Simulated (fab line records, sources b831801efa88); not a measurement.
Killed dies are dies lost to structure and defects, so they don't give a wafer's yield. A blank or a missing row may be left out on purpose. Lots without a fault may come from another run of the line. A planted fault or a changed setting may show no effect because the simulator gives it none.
A struck lot beside a sound one | flow sky130 | 32 steps out of a route of 708
Sound: wafers L164.1, L164.4, L164.6. Struck: wafers L178.4, L178.5. (L178.6 of the same lot was not struck and is left out.) The cause comes at the end.
At each step with rows: each side's tool, then ch and its chambers, then its first start. Under that, the readings that differ: sound wafers | struck wafers | difference of the means | sigmas: that difference in standard deviations of wafers without a fault.
alike: readings whose means differ by less than 2 such deviations, and words and numbers that are the same on both sides. not compared: withheld readings, readings that some wafer has no value for, bounds like >300 that may hide the same value, and numbers for which the record gives no deviation and whose values overlap.
The two part at a step that has a row with sigmas, a row that says differs or no value, or rows on one side only. Numbers that don't overlap but have no deviation are shown without sigmas and don't part them. A reading that every wafer of one side lacks parts them only if that side has two wafers or more.

first, 3 steps without rows for these wafers: SKY_CONTACT_STRIP_20 (strips in post etch residue remover, time 1200 s); SKY_CONTACT_CLEAN_21 (cleans in IPA, time 180 s); SKY_CONTACT_CLEAN_22 (cleans in O3/DIW).
SKY_CONTACT_SPUTTER_23: material TiN, target thk 20 nm, time 80 s.
  sound on pvd_sputter-04, day 34 12:04; struck on pvd_sputter-04, day 38 19:28
  alike: throttle_valve_pct
then, 1 step without rows for these wafers: SKY_CONTACT_CVD_24 (deposits W, target thk 340 nm, time 102.12 s).
SKY_CONTACT_RS_MEAS_25: measures by four-point-probe.
  sound on film_metro-01, day 34 12:14; struck on film_metro-04, day 38 19:42
  alike: CONTACT_W_RS
SKY_CONTACT_THK_MEAS_26: measures by xrf.
  sound on film_metro-01, day 34 12:21; struck on film_metro-04, day 38 19:47
  alike: CONTACT_W_THK
then, 2 steps without rows for these wafers: SKY_CONTACT_CMP_27 (polishes, stops on SiO2, t overpolish 15 s, target thk 0 nm); SKY_METAL1_SPUTTER_00 (material Ti, target thk 15 nm, time 10 s).
SKY_METAL1_SPUTTER_01: material TiN, target thk 20 nm, time 16.7 s.
  sound on pvd_sputter-04, day 34 13:42; struck on pvd_sputter-04, day 38 20:08
  alike: throttle_valve_pct
SKY_METAL1_SPUTTER_02: material AlCu, target thk 250 nm, time 13.3 s.
  sound on pvd_sputter-04, day 34 13:44; struck on pvd_sputter-04, day 38 20:10
  alike: throttle_valve_pct
then, 1 step without rows for these wafers: SKY_METAL1_SPUTTER_03 (material Ti, target thk 5 nm, time 3.3 s).
SKY_METAL1_SPUTTER_04: material TiN, target thk 70 nm, time 58.3 s.
  sound on pvd_sputter-04, day 34 13:46; struck on pvd_sputter-04, day 38 20:13
  reading                                    | sound             | struck      | difference | sigmas
  model.TiN_of_METAL1_SPUTTER_04.thk_nm (nm) | 69.51 69.29 69.05 | 108.7 108.7 | +39.4      |
  alike: throttle_valve_pct
SKY_METAL1_RS_MEAS_05: measures by four-point-probe.
  sound on film_metro-03, day 34 13:49; struck on film_metro-01, day 38 20:19
  alike: METAL1_ALCU_RS
SKY_METAL1_THK_MEAS_06: measures by xrf.
  sound on film_metro-03, day 34 13:56; struck on film_metro-01, day 38 20:25
  reading              | sound             | struck      | difference | sigmas
  METAL1_ALCU_THK (nm) | 248.1 246.4 249.4 | 227.8 228.4 | -19.9      | -7
then, 8 steps without rows for these wafers: SKY_METAL1_DEHYDRATE_07 (time 60 s); SKY_METAL1_HMDS_08 (prime time 60 s); SKY_METAL1_COAT_09 (resist thk 60 nm); SKY_METAL1_COAT_10 (resist thk 450 nm); SKY_METAL1_SOFTBAKE_11 (time 90 s); SKY_METAL1_EXPOSE_12 (exposes mask MM1, target cd 140 nm); SKY_METAL1_PEB_13; SKY_METAL1_DEVELOP_14 (develop time 60 s).
SKY_METAL1_CD_MEAS_15: target cd 140 nm.
  sound on cd_sem-02, day 35 15:43; struck on cd_sem-01, day 39 20:42
  alike: cd_nm
SKY_METAL1_OVL_MEAS_16:
  sound on overlay-01, day 35 15:50; struck on overlay-02, day 39 20:47
  alike: METAL1_OVL
SKY_METAL1_DESCUM_17: chemistry O2, time 8 s.
  sound on rie_metal-04 ch 0, day 35 15:53; struck on rie_metal-01 ch 0,1, day 39 20:49
  alike: drypump_motor_current_A, oes_product_au, rf_fwd_power_W
  not compared: rf_hours_counter_h
then, 2 steps without rows for these wafers: SKY_METAL1_ETCH_18 (etches BARC in N2/H2, stops on SiO2, time 45.9 s, target depth 60 nm); SKY_METAL1_METAL_ETCH_19 (etches the open film in Cl2/BCl3, stops on SiO2, target depth 360 nm, time 78 s).
SKY_METAL1_STRIP_20: strips in O2/N2.
  sound on plasma_asher-03 ch 0,1, day 35 16:04; struck on plasma_asher-01 ch 0, day 39 21:01
  reading                      | sound             | struck      | difference | sigmas
  strip_time_to_endpoint_s (s) | 2.669 2.685 2.664 | 2.717 2.755 | +0.063     | +2
  alike: drypump_motor_current_A, n2_flow_sccm, oes_product_au
  not compared: rf_hours_counter_h
SKY_METAL1_STRIP_21: strips in post etch residue remover, time 1200 s.
  sound on wet_bench-03 ch 0, day 35 16:10; struck on wet_bench-01 ch 3, day 39 21:05
  reading                                    | sound             | struck      | difference | sigmas
  model.TiN_of_METAL1_SPUTTER_04.thk_nm (nm) | 69.09 68.87 68.63 | 108.3 108.3 | +39.4      |
then, 1 step without rows for these wafers: SKY_METAL1_CLEAN_22 (cleans in IPA, time 180 s).
-- the record jumps here: 11 days lie between the struck wafers' starts before and after (it left off in module METAL1 and takes up again in module PAD_OPEN, whose first step shown is number 708 of the route) --
SKY_PAD_OPEN_PROBE_99:
  sound on prober-01, day 48 01:05; struck on prober-02, day 51 01:10
  reading                       | sound             | struck     | difference | sigmas
  model.etest.via1_chain.rc_ohm | 15.72 16.38 16.48 | 17.03 18.4 | +1.52      |
  alike: defect_limited_yield, killed_at_M0_to_M3, killed_at_M4_up, killed_at_contacts, killed_at_front_end, killed_at_other, killed_dies, killed_open, killed_short, sort_bin_3_pad_short, sort_bin_5_function, sort_bin_6_memory, sort_n_pass, sort_yield_pct

WHERE THEY PART
First at SKY_METAL1_THK_MEAS_06; last, within this record, at SKY_METAL1_STRIP_20. Later steps at which nothing parts them and some readings are alike: SKY_PAD_OPEN_PROBE_99.

WHY: what the simulator had put in
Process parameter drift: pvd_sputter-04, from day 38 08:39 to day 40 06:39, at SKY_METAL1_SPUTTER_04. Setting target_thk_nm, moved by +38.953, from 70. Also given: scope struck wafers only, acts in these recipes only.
